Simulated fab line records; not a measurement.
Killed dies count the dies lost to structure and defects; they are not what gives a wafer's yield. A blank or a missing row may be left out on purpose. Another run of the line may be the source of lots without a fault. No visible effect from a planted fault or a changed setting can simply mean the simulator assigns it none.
Which tool is to blame?    flow sky130    6 lots, 18 wafers sampled, at 1 step of a route of 708

WHAT THE GAUGES READ, wafer by wafer
SKY_NWELL_RS_MEAS_31: measurement is done with a four-point probe.
lot   measured      on            PWDE_RS (ohm/sq)
L782  day 5 22:57   filmMetro-03  5311 5319 5317
L784  day 6 11:05   filmMetro-03  5275 5282 5284
L786  day 6 20:40   filmMetro-03  5250 5261 5270
L794  day 9 03:00   filmMetro-03  5305 5295 5305
L796  day 9 12:35   filmMetro-03  5298 5288 5282
L799  day 10 01:52  filmMetro-01  5308 5301 5298

WHICH TOOL RAN EACH LOT (tool, then ch and the chambers of the sampled wafers, then the start)
Before these readings, the record contains no process step.

THE ANSWER, worked out from the rows above alone
Rule: usual is defined by the lots themselves. Put in order of their means at a reading, lots are off if they are a third of the lots or fewer, leave a main group of 4 or more, and stand apart from it by a gap of 3 or more times the standard deviation of the main group's means; of several such gaps the widest counts. If all means in a main group match to the digits the tables above print for the reading, that group is not used. A lot without any number at a reading at which 4 lots or more have one is off too. Any other lot the step has rows for is counted as sound.
No lot is off on any of the readings shown, so nothing can be concluded from this.

WHAT THE SIMULATOR HAD INSERTED
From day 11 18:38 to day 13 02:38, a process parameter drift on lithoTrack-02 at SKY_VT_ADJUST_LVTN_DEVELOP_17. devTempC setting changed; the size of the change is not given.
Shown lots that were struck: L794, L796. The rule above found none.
